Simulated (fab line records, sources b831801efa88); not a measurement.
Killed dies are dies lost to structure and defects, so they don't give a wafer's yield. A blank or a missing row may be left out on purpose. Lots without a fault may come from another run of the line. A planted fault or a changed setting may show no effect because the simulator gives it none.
fab line records | flow gf180mcu | part 1 of 2: steps 1 to 42 of 43
record lots=7 wafers=20 last_day=34
route steps=602 shown HV_LDD@232 NSD@235 PSD@248 SAB@264 PASSIVATION@602
lots that met no fault: from a run of the same line without faults
start_h: hours from the record's first day to the start of the lot's first wafer shown | wait_h: hours since the lot's step before | " the same as in the row above | L1.1+2: a row that stands for several wafers | - no value, or no start given | * or withheld: withheld | < > ~ a bound
route shown NAME@n: a module of which the file shows steps, and the number in the route of the first | usual: mean/standard deviation of fault-free wafers | same: alike in all rows | chamber/n: place in a boat | sites: the reading at each site | _std_site: their standard deviation | _edge_site: outer sites' mean less inner sites' | radius_mm: how far each site lies from the wafer's centre | mask NAME#n: copy n | behind: the tool/chamber that last shaped the wafer | hold: why the lot was held/for how many hours/how that ended | device: the transistor (n, p or np) that didn't switch | end of line: the same wafers' tests at the end of the route | a step without rows: its recipe alone | killed: dies lost to structure and defects at the first sort, not the wafer's yield | map: a wafer's dies, x killed, . not, _ none there
set.NAME: the setting as run; set.NAME@STEP: as run at that earlier step | model.NAME: the simulator's own value behind a step, which no gauge read
lots at some steps of the route; a table a step, a row a wafer
services: from which hour (start_h, from the record's first day; less than 0 if before it) a tool's chamber was out of use, for how many hours, and why
## steps
# step GF_HV_LDD_CVD_56
# recipe material=Si3N4 precursor=DCS/NH3 target_thk_nm=90 temp_c=770 time_s=1543 pressure_mtorr=250
# step GF_HV_LDD_THK_MEAS_57
# recipe reads=Si3N4_of_HV_LDD_CVD_56
# usual HV_LDD_CVD_56_THK=90.3/0.79
# columns lot.wafer tool chamber start_h wait_h HV_LDD_CVD_56_THK[nm]
L115.1 film_metro-02 - 288.17 0.0 90.4
L115.2 " - " " 91.6
L115.5 " - " " 91.7
L116.1 film_metro-01 - 289.20 0.0 91.2
L116.4 " - " " 90.8
L116.5 " - " " 91.4
L117.1 film_metro-01 - 300.11 0.0 89.8
L117.3 " - " " 89.4
L117.5 " - " " 90.0
L119.5 film_metro-04 - 314.17 0.0 88.9
L119.6 " - " " 89.6
L130.4 film_metro-01 - 400.40 0.0 88.7
L130.5 " - " " 88.0
L130.6 " - " " 88.3
L134.1 film_metro-02 - 443.00 0.0 90.1
L134.4 " - " " 90.0
L134.5 " - " " 90.0
L135.1 film_metro-01 - 447.30 0.0 89.7
L135.2 " - " " 89.2
L135.4 " - " " 88.8
# step GF_HV_LDD_ETCHBACK_58
# recipe chemistry=CH3F/O2 target=Si3N4 stop_on=SiO2 source_w=400 bias_w=80 pressure_mtorr=25 ch3f_flow_sccm=40 O2_flow_sccm=30 time_s=100 target_depth_a=900
# usual O2_flow_sccm=30.00/0.087 drypump_motor_current_A=6.0/0.42 oes_product_au=0.844/0.006 throttle_valve_pct=10.561/0.0093
# columns lot.wafer tool chamber start_h wait_h O2_flow_sccm drypump_motor_current_A oes_product_au rf_hours_counter_h throttle_valve_pct
L115.1 rie_diel-02 0 288.23 0.1 30.00 5.9 0.842 65 10.571
L115.2 " 3 " " 30.05 5.9 0.854 132 10.556
L115.5 " 0 " " 29.94 6.0 0.863 - 10.563
L116.1 rie_diel-01 2 289.26 0.1 29.95 5.7 0.857 15 10.560
L116.4 " 1 " " 29.97 5.6 0.851 112 10.571
L116.5 " 3 " " 30.10 5.0 0.849 - 10.549
L117.1 rie_diel-03 3 300.17 0.1 30.02 6.5 0.840 10 10.567
L117.3 " 2 " " 30.17 5.7 0.840 104 10.552
L117.5 " 1 " " 29.94 6.2 0.852 - 10.551
L119.5 rie_diel-01 1 314.23 0.0 30.01 5.6 0.832 - 10.563
L119.6 " 0 " " 30.06 6.3 0.841 - 10.557
L130.4 rie_diel-03 2 400.43 0.0 30.08 5.7 0.831 107 10.557
L130.5 " 3 " " 29.90 6.5 0.831 - 10.570
L130.6 " 2 " " 30.08 5.7 0.832 - 10.576
L134.1 rie_diel-03 1 443.06 0.1 30.06 6.2 0.841 65 10.557
L134.4 " 0 " " 29.88 5.5 0.841 6 10.552
L134.5 " 2 " " 30.07 5.7 0.838 - 10.544
L135.1 rie_diel-02 0 447.36 0.1 30.04 5.9 0.833 69 10.559
L135.2 " 2 " " 29.98 5.9 0.836 17 10.554
L135.4 " 3 " " 29.89 5.8 0.838 4 10.583
# step GF_NSD_DEHYDRATE_00
# recipe temp_c=200 time_s=60
# step GF_NSD_HMDS_01
# recipe prime_time_s=60 prime_temp_c=120
# step GF_NSD_COAT_02
# recipe resist=NOVOLAK spin_rpm=3000 resist_thk_nm=1000
# step GF_NSD_SOFTBAKE_03
# recipe temp_c=90 time_s=60 resist=NOVOLAK
# step GF_NSD_EXPOSE_04
# recipe mask_id=Nplus target_cd_nm=400 na=0.6 source_shape=conventional sigma_outer=0.6 dose_mj=140
# step GF_NSD_PEB_05
# recipe temp_c=withheld time_s=* resist=NOVOLAK
# step GF_NSD_DEVELOP_06
# recipe develop_time_s=60 dev_temp_c=23
# step GF_NSD_CD_MEAS_07
# recipe target_cd_nm=400
# usual cd_nm=400.0/2.6
# columns lot.wafer tool chamber start_h wait_h cd_nm
L115.1 cd_sem-02 - 308.46 0.1 399.2
L115.2 " - " " 398.3
L115.5 " - " " 397.9
L116.1 cd_sem-01 - 309.74 0.1 399.6
L116.4 " - " " 396.3
L116.5 " - " " 398.6
L117.1 cd_sem-02 - 320.89 0.1 401.9
L117.3 " - " " 399.8
L117.5 " - " " 399.9
L119.5 cd_sem-02 - 334.97 0.1 399.6
L119.6 " - " " 399.1
L130.4 cd_sem-02 - 421.57 0.1 403.7
L130.5 " - " " 404.7
L130.6 " - " " 403.7
L134.1 cd_sem-02 - 467.24 0.1 405.2
L134.4 " - " " 402.9
L134.5 " - " " 402.5
L135.1 cd_sem-02 - 471.34 0.1 402.8
L135.2 " - " " 403.7
L135.4 " - " " 404.8
# step GF_NSD_OVL_MEAS_08
# usual NSD_OVL=-0.8/1.4
# columns lot.wafer tool chamber start_h wait_h NSD_OVL[nm]
L115.1 overlay-01 - 308.58 0.1 -2.1
L115.2 " - " " -3.2
L115.5 " - " " -0.5
L116.1 overlay-01 - 309.86 0.1 -0.4
L116.4 " - " " 2.1
L116.5 " - " " 1.2
L117.1 overlay-02 - 321.03 0.1 -2.0
L117.3 " - " " -1.9
L117.5 " - " " -0.7
L119.5 overlay-01 - 335.04 0.0 1.6
L119.6 " - " " 1.1
L130.4 overlay-02 - 421.65 0.1 -3.9
L130.5 " - " " -2.9
L130.6 " - " " -1.3
L134.1 overlay-02 - 467.36 0.1 1.9
L134.4 " - " " 1.2
L134.5 " - " " 0.1
L135.1 overlay-01 - 471.46 0.1 -0.8
L135.2 " - " " -1.9
L135.4 " - " " -0.4
# step GF_NSD_IMPLANT_09
# recipe species=As energy_kev=60 dose_cm2=4e+15 tilt_deg=7
# columns lot.wafer tool chamber start_h wait_h
L115.1+2+5 implanter-01 0 308.62 0.0
L116.1+4+5 implanter-01 0 309.90 0.0
L117.1+3+5 implanter-01 0 321.06 0.0
L119.5+6 implanter-01 0 335.15 0.1
L130.4+5+6 implanter-01 0 421.74 0.1
L134.1+4+5 implanter-02 0 467.39 0.0
L135.1+2+4 implanter-02 0 471.50 0.0
# step GF_NSD_IMPLANT_10
# recipe species=P energy_kev=40 dose_cm2=5e+14 tilt_deg=7
# step GF_NSD_STRIP_11
# recipe chemistry=O2/N2 power_w=1400 pressure_mtorr=1500 platen_temp_c=250 o2_flow_sccm=3000 n2_flow_sccm=300 overash_fraction=0.5
# usual drypump_motor_current_A=6.1/0.43 heater_power_w=340/17 oes_product_au=0.487/0.0041 strip_time_to_endpoint_s=22.97/0.037
# same overash_fraction=0.5
# columns lot.wafer tool chamber start_h wait_h drypump_motor_current_A heater_power_w oes_product_au rf_hours_counter_h strip_time_to_endpoint_s
L115.1 plasma_asher-01 0 308.92 0.1 6.3 337 0.485 65 22.95
L115.2 " 1 " " 5.6 312 0.495 65 22.96
L115.5 " 1 " " 5.6 319 0.493 - 22.93
L116.1 plasma_asher-04 1 310.20 0.1 6.2 357 0.500 65 22.87
L116.4 " 1 " " 6.2 356 0.488 - 22.94
L116.5 " 0 " " 5.5 345 0.485 - 22.92
L117.1 plasma_asher-04 0 321.36 0.1 5.5 333 0.488 66 22.91
L117.3 " 0 " " 5.4 335 0.483 - 22.96
L117.5 " 1 " " 6.2 340 0.492 - 22.97
L119.5 plasma_asher-02 1 335.42 0.1 6.3 352 0.491 - 22.97
L119.6 " 0 " " 6.7 309 0.495 - 22.88
L130.4 plasma_asher-02 0 422.00 0.1 6.7 315 0.483 - 23.00
L130.5 " 0 " " 6.7 319 0.490 - 23.00
L130.6 " 1 " " 6.3 365 0.484 - 22.97
L134.1 plasma_asher-01 1 467.69 0.1 5.6 312 0.494 4 22.97
L134.4 " 1 " " 5.6 326 0.489 - 22.96
L134.5 " 0 " " 6.3 312 0.486 - 22.99
L135.1 plasma_asher-01 1 471.80 0.1 5.6 318 0.488 4 22.98
L135.2 " 0 " " 6.3 320 0.483 4 22.98
L135.4 " 1 " " 5.6 327 0.484 - 22.96
# step GF_NSD_TW_MEAS_12
# usual NSD_TW=4259/30
# columns lot.wafer tool chamber start_h wait_h NSD_TW
L115.1 film_metro-03 - 309.02 0.1 4262
L115.2 " - " " 4252
L115.5 " - " " 4248
L116.1 film_metro-03 - 310.30 0.1 4262
L116.4 " - " " 4266
L116.5 " - " " 4289
L117.1 film_metro-03 - 321.46 0.1 4270
L117.3 " - " " 4274
L117.5 " - " " 4230
L119.5 film_metro-03 - 335.49 0.0 4233
L119.6 " - " " 4256
L130.4 film_metro-02 - 422.10 0.1 4263
L130.5 " - " " 4246
L130.6 " - " " 4255
L134.1 film_metro-02 - 467.79 0.1 4218
L134.4 " - " " 4221
L134.5 " - " " 4224
L135.1 film_metro-03 - 471.90 0.1 4228
L135.2 " - " " 4219
L135.4 " - " " 4216
# step GF_PSD_DEHYDRATE_00
# recipe temp_c=200 time_s=60
# step GF_PSD_HMDS_01
# recipe prime_time_s=60 prime_temp_c=120
# step GF_PSD_COAT_02
# recipe resist=NOVOLAK spin_rpm=3000 resist_thk_nm=1000
# step GF_PSD_SOFTBAKE_03
# recipe temp_c=90 time_s=60 resist=NOVOLAK
# step GF_PSD_EXPOSE_04
# recipe mask_id=Pplus target_cd_nm=400 na=0.6 source_shape=conventional sigma_outer=0.6 dose_mj=140
# step GF_PSD_PEB_05
# recipe temp_c=withheld time_s=* resist=NOVOLAK
# step GF_PSD_DEVELOP_06
# recipe develop_time_s=60 dev_temp_c=23
# step GF_PSD_CD_MEAS_07
# recipe target_cd_nm=400
# usual cd_nm=399.4/2.1
# columns lot.wafer tool chamber start_h wait_h cd_nm
L115.1 cd_sem-01 - 328.89 0.1 395.7
L115.2 " - " " 397.6
L115.5 " - " " 395.4
L116.1 cd_sem-02 - 331.16 0.1 395.4
L116.4 " - " " 398.8
L116.5 " - " " 397.0
L117.1 cd_sem-02 - 342.54 0.1 399.6
L117.3 " - " " 397.9
L117.5 " - " " 399.6
L119.5 cd_sem-01 - 357.24 0.1 396.8
L119.6 " - " " 397.8
L130.4 cd_sem-02 - 446.10 0.1 399.4
L130.5 " - " " 399.6
L130.6 " - " " 399.3
L134.1 cd_sem-02 - 491.49 0.1 401.9
L134.4 " - " " 402.2
L134.5 " - " " 400.0
L135.1 cd_sem-01 - 495.54 0.1 394.4
L135.2 " - " " 398.6
L135.4 " - " " 399.9
# step GF_PSD_OVL_MEAS_08
# usual PSD_OVL=0.1/1.3
# columns lot.wafer tool chamber start_h wait_h PSD_OVL[nm]
L115.1 overlay-02 - 329.01 0.1 0.4
L115.2 " - " " -1.5
L115.5 " - " " 0.0
L116.1 overlay-02 - 331.28 0.1 -2.0
L116.4 " - " " -1.7
L116.5 " - " " 0.1
L117.1 overlay-02 - 342.66 0.1 -2.3
L117.3 " - " " -2.2
L117.5 " - " " -1.1
L119.5 overlay-01 - 357.31 0.0 -0.4
L119.6 " - " " -0.5
L130.4 overlay-02 - 446.17 0.1 2.9
L130.5 " - " " -0.2
L130.6 " - " " 0.7
L134.1 overlay-02 - 491.61 0.1 -0.8
L134.4 " - " " 0.8
L134.5 " - " " -3.2
L135.1 overlay-01 - 495.66 0.1 0.1
L135.2 " - " " 0.5
L135.4 " - " " 0.7
# step GF_PSD_IMPLANT_09
# recipe species=BF2 energy_kev=40 dose_cm2=1.5e+15 tilt_deg=7
# step GF_PSD_STRIP_10
# recipe chemistry=O2/N2 power_w=1400 pressure_mtorr=1500 platen_temp_c=250 o2_flow_sccm=3000 n2_flow_sccm=300 overash_fraction=0.5
# usual drypump_motor_current_A=5.9/0.45 heater_power_w=334/15 oes_product_au=0.592/0.0048 strip_time_to_endpoint_s=16.54/0.035
# same overash_fraction=0.5
# columns lot.wafer tool chamber start_h wait_h drypump_motor_current_A heater_power_w oes_product_au rf_hours_counter_h strip_time_to_endpoint_s
L115.1 plasma_asher-01 1 329.19 0.1 5.6 314 0.598 67 16.45
L115.2 " 0 " " 6.4 340 0.590 67 16.45
L115.5 " 1 " " 5.6 325 0.586 - 16.50
L116.1 plasma_asher-03 0 331.47 0.1 5.3 325 0.590 55 16.55
L116.4 " 0 " " 5.3 319 0.600 - 16.56
L116.5 " 1 " " 6.4 345 0.592 - 16.58
L117.1 plasma_asher-04 0 342.84 0.1 5.5 344 0.587 69 16.55
L117.3 " 1 " " 6.2 356 0.590 - 16.54
L117.5 " 1 " " 6.2 358 0.586 - 16.55
L119.5 plasma_asher-04 1 357.54 0.1 6.2 353 0.586 - 16.51
L119.6 " 0 " " 5.5 329 0.590 - 16.50
L130.4 plasma_asher-04 0 446.38 0.1 5.5 328 0.591 - 16.50
L130.5 " 0 " " 5.5 326 0.590 - 16.48
L130.6 " 1 " " 6.2 359 0.595 - 16.56
L134.1 plasma_asher-03 0 491.79 0.1 5.3 314 0.595 72 16.51
L134.4 " 0 " " 5.3 318 0.587 - 16.52
L134.5 " 0 " " 5.3 325 0.597 - 16.52
L135.1 plasma_asher-01 0 495.84 0.1 6.3 326 0.593 7 16.48
L135.2 " 1 " " 5.6 317 0.592 7 16.47
L135.4 " 1 " " 5.6 320 0.587 - 16.51
# step GF_PSD_TW_MEAS_11
# usual PSD_TW=3188/26
# columns lot.wafer tool chamber start_h wait_h PSD_TW
L115.1 film_metro-01 - 329.29 0.1 3200
L115.2 " - " " 3196
L115.5 " - " " 3206
L116.1 film_metro-01 - 331.57 0.1 3207
L116.4 " - " " 3220
L116.5 " - " " 3212
L117.1 film_metro-03 - 342.94 0.1 3157
L117.3 " - " " 3148
L117.5 " - " " 3156
L119.5 film_metro-02 - 357.61 0.0 3169
L119.6 " - " " 3195
L130.4 film_metro-03 - 446.47 0.1 3179
L130.5 " - " " 3172
L130.6 " - " " 3177
L134.1 film_metro-02 - 491.89 0.1 3180
L134.4 " - " " 3182
L134.5 " - " " 3180
L135.1 film_metro-03 - 495.94 0.1 3181
L135.2 " - " " 3173
L135.4 " - " " 3180
# step GF_PSD_CLEAN_12
# recipe chemistry=SC1/SC2 mix=1:4:20 temp_c=70 time_s=150 dry=n2_spin
# step GF_PSD_RTA_13
# recipe temp_c=1025 time_s=20 ambient=N2
# usual chamber_o2_ppm=2.003/0.022 lamp_power_pct=28.9/1.5 wafer_temp_C_max=1030.6/2
# columns lot.wafer tool chamber start_h wait_h chamber_o2_ppm lamp_power_pct wafer_temp_C_max
L115.1 rtp_anneal-02 0 329.40 0.0 1.980 27.5 1029.1
L115.2 " 0 " " 1.986 27.5 1031.3
L115.5 " 0 " " 2.019 27.5 1028.3
L116.1 rtp_anneal-02 0 331.68 0.0 1.961 27.5 1028.9
L116.4 " 0 " " 1.972 27.6 1029.8
L116.5 " 0 " " 1.941 27.5 1029.1
L117.1 rtp_anneal-01 0 343.06 0.0 2.013 30.6 1036.1
L117.3 " 0 " " 1.986 30.5 1032.2
L117.5 " 0 " " 2.015 30.6 1030.6
L119.5 rtp_anneal-02 0 357.73 0.1 2.012 27.5 1029.4
L119.6 " 0 " " 2.001 27.6 1028.7
L130.4 rtp_anneal-02 0 446.60 0.0 2.001 27.5 1028.7
L130.5 " 0 " " 2.022 27.5 1028.9
L130.6 " 0 " " 2.010 27.5 1029.9
L134.1 rtp_anneal-01 0 492.00 0.0 1.980 30.6 1029.9
L134.4 " 0 " " 1.980 30.6 1033.1
L134.5 " 0 " " 1.965 30.5 1034.4
L135.1 rtp_anneal-02 0 496.05 0.0 1.982 27.5 1027.7
L135.2 " 0 " " 1.982 27.5 1029.1
L135.4 " 0 " " 1.981 27.5 1029.7
# step GF_PSD_RS_MEAS_14
# recipe thk_meas_gauge=four-point-probe
# usual NSD_RS=46.12/0.083
# columns lot.wafer tool chamber start_h wait_h NSD_RS[ohm/sq]
L115.1 film_metro-02 - 329.49 0.1 46.16
L115.2 " - " " 46.08
L115.5 " - " " 46.09
L116.1 film_metro-01 - 331.76 0.1 46.08
L116.4 " - " " 46.07
L116.5 " - " " 46.01
L117.1 film_metro-03 - 343.14 0.1 46.22
L117.3 " - " " 46.08
L117.5 " - " " 46.19
L119.5 film_metro-02 - 357.84 0.1 46.10
L119.6 " - " " 46.16
L130.4 film_metro-01 - 446.70 0.1 46.24
L130.5 " - " " 46.27
L130.6 " - " " 46.21
L134.1 film_metro-03 - 492.08 0.1 46.10
L134.4 " - " " 46.26
L134.5 " - " " 46.09
L135.1 film_metro-03 - 496.14 0.1 46.07
L135.2 " - " " 46.13
L135.4 " - " " 46.12
# step GF_PSD_RS_MEAS_15
# recipe thk_meas_gauge=four-point-probe
# usual PSD_RS=108.59/0.3
# columns lot.wafer tool chamber start_h wait_h PSD_RS[ohm/sq]
L115.1 film_metro-02 - 329.61 0.1 108.96
L115.2 " - " " 109.13
L115.5 " - " " 109.07
L116.1 film_metro-01 - 331.88 0.1 108.18
L116.4 " - " " 108.28
L116.5 " - " " 108.40
L117.1 film_metro-03 - 343.26 0.1 108.92
L117.3 " - " " 109.03
L117.5 " - " " 108.96
L119.5 film_metro-02 - 357.96 0.1 108.28
L119.6 " - " " 108.36
L130.4 film_metro-01 - 446.82 0.1 108.76
L130.5 " - " " 108.97
L130.6 " - " " 108.95
L134.1 film_metro-03 - 492.20 0.1 108.70
L134.4 " - " " 108.47
L134.5 " - " " 108.77
L135.1 film_metro-03 - 496.26 0.1 108.13
L135.2 " - " " 108.56
L135.4 " - " " 108.19
# step GF_SAB_CVD_00
# recipe material=SiO2 target_thk_nm=50 precursor=TEOS temp_c=400 time_s=4.9302 rf_w=600
# usual heater_power_w=587/110
# columns lot.wafer tool chamber start_h wait_h heater_power_w
L115.1 pecvd-04 1 329.73 0.1 645
L115.2 " 0 " " 799
L115.5 " 2 " " 596
L116.1 pecvd-02 0 332.00 0.1 645
L116.4 " 0 " " 643
L116.5 " 1 " " 372
L117.1 pecvd-01 0 343.38 0.1 560
L117.3 " 0 " " 579
L117.5 " 0 " " 567
L119.5 pecvd-02 1 358.01 0.0 461
L119.6 " 2 " " 609
L130.4 pecvd-01 2 446.89 0.0 679
L130.5 " 0 " " 495
L130.6 " 1 " " 707
L134.1 pecvd-02 1 492.32 0.1 389
L134.4 " 2 " " 639
L134.5 " 1 " " 390
L135.1 pecvd-01 1 496.38 0.1 702
L135.2 " 0 " " 554
L135.4 " 0 " " 562
# step GF_SAB_THK_MEAS_01
# recipe reads=SiO2_of_SAB_CVD_00
# usual SAB_CVD_00_THK=50.0/0.63
# columns lot.wafer tool chamber start_h wait_h SAB_CVD_00_THK[nm]
L115.1 film_metro-01 - 329.75 0.0 50.4
L115.2 " - " " 49.2
L115.5 " - " " 50.8
L116.1 film_metro-03 - 332.02 0.0 50.0
L116.4 " - " " 50.4
L116.5 " - " " 50.6
L117.1 film_metro-01 - 343.41 0.0 49.7
L117.3 " - " " 50.4
L117.5 " - " " 49.9
L119.5 film_metro-03 - 358.06 0.0 49.7
L119.6 " - " " 49.7
L130.4 film_metro-03 - 446.93 0.0 49.9
L130.5 " - " " 50.4
L130.6 " - " " 50.1
L134.1 film_metro-04 - 492.34 0.0 49.8
L134.4 " - " " 50.4
L134.5 " - " " 50.2
L135.1 film_metro-04 - 496.40 0.0 50.8
L135.2 " - " " 49.7
L135.4 " - " " 50.9
# step GF_SAB_DEHYDRATE_02
# recipe temp_c=200 time_s=60
# step GF_SAB_HMDS_03
# recipe prime_time_s=60 prime_temp_c=120
# step GF_SAB_COAT_04
# recipe resist=NOVOLAK spin_rpm=3000 resist_thk_nm=1000
# step GF_SAB_SOFTBAKE_05
# recipe temp_c=90 time_s=60 resist=NOVOLAK
# step GF_SAB_EXPOSE_06
# recipe mask_id=SAB target_cd_nm=420 na=0.6 source_shape=conventional sigma_outer=0.6 dose_mj=140
# step GF_SAB_PEB_07
# recipe temp_c=withheld time_s=* resist=NOVOLAK
# step GF_SAB_DEVELOP_08
# recipe develop_time_s=60 dev_temp_c=23
# step GF_SAB_CD_MEAS_09
# recipe target_cd_nm=420
# usual cd_nm=420.1/2.5
# columns lot.wafer tool chamber start_h wait_h cd_nm
L115.1 cd_sem-01 - 350.94 0.1 425.3
L115.2 " - " " 425.9
L115.5 " - " " 424.9
L116.1 cd_sem-01 - 353.35 0.1 418.3
L116.4 " - " " 420.1
L116.5 " - " " 420.7
L117.1 cd_sem-01 - 364.74 0.1 420.0
L117.3 " - " " 417.2
L117.5 " - " " 419.4
L119.5 cd_sem-02 - 379.82 0.1 417.8
L119.6 " - " " 417.4
L130.4 cd_sem-02 - 470.35 0.1 421.9
L130.5 " - " " 423.2
L130.6 " - " " 421.0
L134.1 cd_sem-02 - 515.64 0.1 419.7
L134.4 " - " " 419.2
L134.5 " - " " 419.3
L135.1 cd_sem-01 - 519.79 0.1 421.8
L135.2 " - " " 421.9
L135.4 " - " " 419.6
